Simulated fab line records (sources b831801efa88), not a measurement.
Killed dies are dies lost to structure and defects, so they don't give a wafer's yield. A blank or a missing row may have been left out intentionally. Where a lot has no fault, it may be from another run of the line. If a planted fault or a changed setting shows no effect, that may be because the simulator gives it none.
The same fault as seen by 2 desks || flow sky130 || numbers are kept per desk, each desk with only its own; the story behind them comes last

FROM THE METROLOGY DESK
What the gauges read for every lot (on any tool): the sampled wafers with a number, averaged. Marked OUT: a lot whose mean sits more than 4 standard deviations from the usual mean, which makes it out of limits; the brackets give that distance.
Columns: A = cd nm at SKY_VIA1_CD_MEAS_12, usual 150.4 nm; B = VIA1_OVL at SKY_VIA1_OVL_MEAS_13, usual 4 nm
{"lot": "L354", "first seen here": "day 34 02:21", "A": 151.2, "B": 5}
{"lot": "L355", "first seen here": "day 34 18:26", "A": 148.8, "B": 5}
{"lot": "L357", "first seen here": "day 35 02:30", "A": 151.6, "B": 11}
{"lot": "L359", "first seen here": "day 35 21:17", "A": 150.5, "B": -3}
{"lot": "L358", "first seen here": "day 36 00:27", "A": 149.4, "B": 10}
{"lot": "L360", "first seen here": "day 36 23:02", "A": 149.9, "B": -2}
{"lot": "L361", "first seen here": "day 36 23:48", "A": 150.0, "B": 3}
{"lot": "L364", "first seen here": "day 37 20:25", "A": 150.6, "B": 4}
{"lot": "L365", "first seen here": "day 38 04:34", "A": 149.3, "B": 6}
{"lot": "L366", "first seen here": "day 38 09:15", "A": 151.0, "B": 7}
{"lot": "L367", "first seen here": "day 38 10:36", "A": 150.6, "B": 4}
{"lot": "L375", "first seen here": "day 40 13:11", "A": 150.0, "B": 10}
{"lot": "L376", "first seen here": "day 40 23:58", "A": 151.8, "B": 10}
Finding of this desk: none of the 13 lots has anything out of limits.

FOR THE TOOL OWNER'S DESK: litho track-04
The tool's own readings at SKY_VIA1_SOFTBAKE_08 (time 90 s): means of the sampled wafers that have a number, for each lot that ran on this tool. Marked OUT: a lot whose mean sits more than 4 standard deviations from the usual mean, which makes it out of limits; the brackets give that distance.
Columns: A = exhaust pa at SKY_VIA1_SOFTBAKE_08, usual 44.9 Pa; B = heater power total W at SKY_VIA1_SOFTBAKE_08, usual 57.36 W; C = plate temp C at SKY_VIA1_SOFTBAKE_08, usual 100.02 C
{"lot": "L357", "first seen here": "day 34 13:00", "A": 45.5, "B": 57.39, "C": 100.24}
{"lot": "L364", "first seen here": "day 37 07:00", "A": 44.9, "B": 57.35, "C": 100.06}
{"lot": "L365", "first seen here": "day 37 15:00", "A": 45.0, "B": 57.35, "C": 100.08}
{"lot": "L366", "first seen here": "day 37 20:00", "A": 44.8, "B": "58.29 (+7.8) OUT", "C": "101.12 (+7.3) OUT"}
{"lot": "L367", "first seen here": "day 37 21:00", "A": 46.0, "B": "58.27 (+7.6) OUT", "C": "101.08 (+7.1) OUT"}
This desk finds L366, L367 out of limits, L366 being first, at day 37 20:00 (heater power total W at SKY_VIA1_SOFTBAKE_08). In limits: L357, L364, L365.

BROUGHT TOGETHER
On L366, L367, at day 37 20:00, an alarm was possible from the tool owner's desk.
At the metrology desk, nothing out of limits was observed.
The metrology desk holds a record of L366, L367, inside its limits.
All the named lots went through SKY_VIA1_SOFTBAKE_08 on litho track-04.

WHAT THE SIMULATOR HAD INSERTED
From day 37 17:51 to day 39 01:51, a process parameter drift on litho track-04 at SKY_VIA1_SOFTBAKE_08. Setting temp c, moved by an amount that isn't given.
Shown lots that were struck: L366, L367.
Hours from the fault's start to each desk's first reading out of limits: the tool owner's desk, 2.
